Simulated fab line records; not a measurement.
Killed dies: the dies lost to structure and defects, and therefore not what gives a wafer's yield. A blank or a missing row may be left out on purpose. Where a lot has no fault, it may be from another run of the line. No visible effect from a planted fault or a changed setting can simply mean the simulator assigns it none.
Code-filled problem report in 8D (eight disciplines) form + flow gf180mcu + the parts of the form that need people (team, actions taken, sign-off) are left out

## 1. PROBLEM STATEMENT
cd_nm at GF_V5_CD_MEAS_14 reads a mean of 273.9 nm on 6 wafers of 2 lots; wafers without a fault read 260.2 nm with a standard deviation of 1.3. That puts it +11 standard deviations away from the usual mean.
The step: target cd 260 nm.
First seen on wafer L890.3, day 31 13:10, on cd_sem-02. At this step, 36 wafers from 12 lots have a number in the record. Rule for "out", or "out of limits": more than 4 standard deviations from the usual mean. All remaining wafers that have a number are taken as sound.

## 2. WHAT THIS IS AND IS NOT
| question                    | is                     | is not                                                                                       |
|-----------------------------|------------------------|----------------------------------------------------------------------------------------------|
| which readings at this step | cd_nm                  | -                                                                                            |
| which lots                  | L890, L891             | L877, L878, L879, L881, L886, L894, L895, L896, L898, L899                                   |
| which wafers of those lots  | all that have a number | -                                                                                            |
| read on which gauges        | cd_sem-01, cd_sem-02   | -                                                                                            |
| when                        | from day 31 13:10      | up to then (15 sound wafers); but 15 sound wafers of L894, L895, L896, L898, L899 came after |

## 3. WHAT RULES OUT EACH SUSPECT
Counting: a tool stays on the suspect list if, at a process step up to the reading, it processed all lots that are out and no sound lot following the first of them.
- ruled out: the gauge at GF_V5_CD_MEAS_14. The wafers that are out were read on 2 gauges (cd_sem-01, cd_sem-02).
- litho_track-04 at GF_V5_SOFTBAKE_10 (time 60 s): kept. All lots that are out passed through it, beginning with L890 at day 31 04:00, and no sound lot followed; its final sound lot before that point was L886 at day 29 23:00. On those wafers its own readings are out: heater_power_total_W, plate_temp_C.
Remaining after the count: litho_track-04 at GF_V5_SOFTBAKE_10.

## 4. THE CAUSE (what the simulator had put in)
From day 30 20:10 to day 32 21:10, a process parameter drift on litho_track-04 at GF_V5_SOFTBAKE_10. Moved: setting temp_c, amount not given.
After counting, this tool was the only one left.

## 5. SEQUENCE OF EFFECTS, ordered by route
Rows list readings where the struck wafers' mean (over those with a number) sits beyond 3 standard deviations from the usual. Readings are gone through only where the record gives a usual standard deviation; hours: the median, over the lots, of the time from a lot's start at the first step in this table giving one to that lot's start at this step; sigmas: the change measured in usual standard deviations.
| hours | step              | reading              | usual    | on struck wafers | change | sigmas |
|-------|-------------------|----------------------|----------|------------------|--------|--------|
| 0     | GF_V5_SOFTBAKE_10 | heater_power_total_W | 93.05 W  | 97.94            | +4.89  | +84    |
| 0     | GF_V5_SOFTBAKE_10 | plate_temp_C         | 129.97 C | 135.06           | +5.09  | +36    |
| 9     | GF_V5_CD_MEAS_14  | cd_nm                | 260.2 nm | 273.9            | +13.7  | +11    |
Here are the process steps it includes:
- GF_V5_SOFTBAKE_10: time 60 s.
Later measuring or inspecting steps at which every struck wafer that the step has a row for has a number for every such reading, and none has moved that far: GF_V5_OVL_MEAS_15.

## 6. WHAT WOULD HAVE CAUGHT IT SOONER
17 hours passed between the start of the fault at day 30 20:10 and the first reading out of limits at a measuring or inspecting step in this record, taken at day 31 13:10.
The tool's own readings at GF_V5_SOFTBAKE_10 were out on every struck wafer that the step has a row for (heater_power_total_W, plate_temp_C): an alarm limit on them would have fired on the first of those.
Each of the lots that are out, 2 in all, had begun GF_V5_SOFTBAKE_10 on litho_track-04 no later than day 31 13:10. Tool hold at that time: it would have spared none of them.
